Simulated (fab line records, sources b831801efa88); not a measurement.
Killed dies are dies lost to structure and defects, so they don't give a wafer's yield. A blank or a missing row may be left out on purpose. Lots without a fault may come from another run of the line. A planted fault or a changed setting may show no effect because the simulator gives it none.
Chamber matching | flow sfq_line | SFQ_TRILAYER_I0_CMP_CMP_028 on cmp-01: 4 sister chambers
The step polishes SiO2. 16 wafers are shown with their chamber, then 7 later ones without.

WAFERS WITH THEIR CHAMBER
wafer  | chamber | motor_current_A (A) | time_to_endpoint_s (s) | slurry_flow_ml_min
L833.2 | 1       | 11.5                | 218                    | 149.6
L833.4 | 2       | 9.4                 | 227                    | 149.4
L833.6 | 3       | 10.7                | 211                    | 149.8
L837.1 | 2       | 8.6                 | 219                    | 150.9
L837.4 | 1       | 11.1                | 229                    | 149.8
L837.5 | 2       | 9.4                 | 221                    | 150.9
L839.4 | 3       | 10.1                | 206                    | 149.4
L839.1 | 2       | 8.7                 | 194                    | 149.8
L839.2 | 1       | 12.2                | 196                    | 149.6
L841.3 | 0       | 9.9                 | 188                    | 150.6
L841.5 | 3       | 10.2                | 189                    | 150.3
L848.1 | 2       | 9.3                 | 212                    | 149.3
L848.4 | 1       | 11.3                | 225                    | 149.8
L848.6 | 1       | 11.0                | 223                    | 150.5
L850.3 | 3       | 10.7                | 217                    | 149.8
L850.4 | 2       | 9.3                 | 218                    | 151.2

SIGNATURES (means of the wafers above)
reading            | chamber 0 | chamber 1 | chamber 2 | chamber 3 | scatter within a chamber
motor_current_A    | 9.900     | 11.420    | 9.117     | 10.425    | 0.396
time_to_endpoint_s | 188.00    | 218.20    | 215.17    | 205.75    | 12.1
slurry_flow_ml_min | 150.600   | 149.860   | 150.250   | 149.825   | 0.615
Rule: a wafer's distance from a chamber is the root of the sum, over the readings, of the square of ((its reading less the chamber's mean) divided by the reading's scatter). The wafer belongs to the nearest chamber; if the next one is less than 2 further off, it can't be placed. The scatter: the root of (the sum of the squares of (reading less its chamber's mean) over the shown wafers, divided by (wafers less chambers)).

WAFERS WITHOUT THEIR CHAMBER
wafer  | motor_current_A (A) | time_to_endpoint_s (s) | slurry_flow_ml_min
L850.6 | 9.6                 | 230                    | 149.5
L852.3 | 9.9                 | 220                    | 150.6
L852.2 | 10.8                | 202                    | 149.5
L852.4 | 9.3                 | 219                    | 150.6
L854.1 | 10.0                | 203                    | 149.4
L854.3 | 9.0                 | 218                    | 150.4
L854.6 | 9.1                 | 215                    | 149.8

WHICH CHAMBER EACH WENT THROUGH
wafer  | from the rows above               | in truth
L850.6 | can't be placed: 2 or 3 or 0      | 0
L852.3 | can't be placed: 2 or 3 or 0 or 1 | 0
L852.2 | can't be placed: 3 or 1 or 0      | 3
L852.4 | 2                                 | 2
L854.1 | can't be placed: 3 or 0 or 2      | 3
L854.3 | 2                                 | 2
L854.6 | 2                                 | 2
Placed correctly: 3 of 7. Can't be placed from these rows: 4 (the true chamber is among the candidates in 4). Placed wrongly: 0.
